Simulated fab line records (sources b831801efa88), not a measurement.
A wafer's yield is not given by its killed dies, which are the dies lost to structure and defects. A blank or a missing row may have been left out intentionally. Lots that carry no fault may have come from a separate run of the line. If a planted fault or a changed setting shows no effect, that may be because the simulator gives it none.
One fault through the eyes of 2 desks ; flow gf180mcu ; only its own numbers are on each desk; what lay behind them is given at the end

== FOR THE TOOL OWNER'S DESK: iline_stepper-01 ==
The tool's own readings at GF_SAB_EXPOSE_06 (exposes mask SAB, target cd 420 nm): means of the sampled wafers that have a number, for each lot that ran on this tool. Marked OUT: a lot whose mean sits more than 4 standard deviations from the usual mean, which makes it out of limits; the brackets give that distance.
Columns: A = exposure_dose_mJ_cm2 at GF_SAB_EXPOSE_06, usual 139.92; B = focus_offset_nm at GF_SAB_EXPOSE_06, usual 0.0 nm
lot;first seen here;A;B
L774;day 14 19:07;139.88;0.3
L775;day 14 22:11;139.72;-0.2
L776;day 15 06:32;139.89;-0.2
L777;day 15 15:32;139.94;0.6
L778;day 16 01:22;139.88;-0.4
L796;day 22 14:33;139.65;-0.2
L797;day 23 00:21;139.89;0.3
This desk found nothing out of limits on any of the 7 lots.

== METROLOGY DESK ==
Means of the sampled wafers that have a number, per lot and without regard to the tool the lot ran on: this is what the gauges read. Marked OUT: a lot whose mean sits more than 4 standard deviations from the usual mean, which makes it out of limits; the brackets give that distance.
Columns: A = NSD_OVL at GF_NSD_OVL_MEAS_08, usual -0.1 nm
lot;first seen here;A
L774;day 13 10:23;1.0
L775;day 13 14:06;-0.9
L776;day 13 21:47;0.1
L777;day 14 05:54;-1.6
L778;day 14 14:59;-0.0
L779;day 15 01:08;-0.7
L780;day 15 10:02;1.3
L781;day 15 16:23;-0.1
L782;day 16 04:38;0.7
L785;day 17 04:58;-0.8
L786;day 17 07:35;0.8
L795;day 20 17:08;1.1
L796;day 21 02:20;0.2
L797;day 21 11:23;1.5
This desk found nothing out of limits on any of the 14 lots.

== PUT TOGETHER ==
Nothing out of limits was seen by the tool owner's desk.
Metrology desk: nothing out of limits seen.

== WHAT THE SIMULATOR PUT IN ==
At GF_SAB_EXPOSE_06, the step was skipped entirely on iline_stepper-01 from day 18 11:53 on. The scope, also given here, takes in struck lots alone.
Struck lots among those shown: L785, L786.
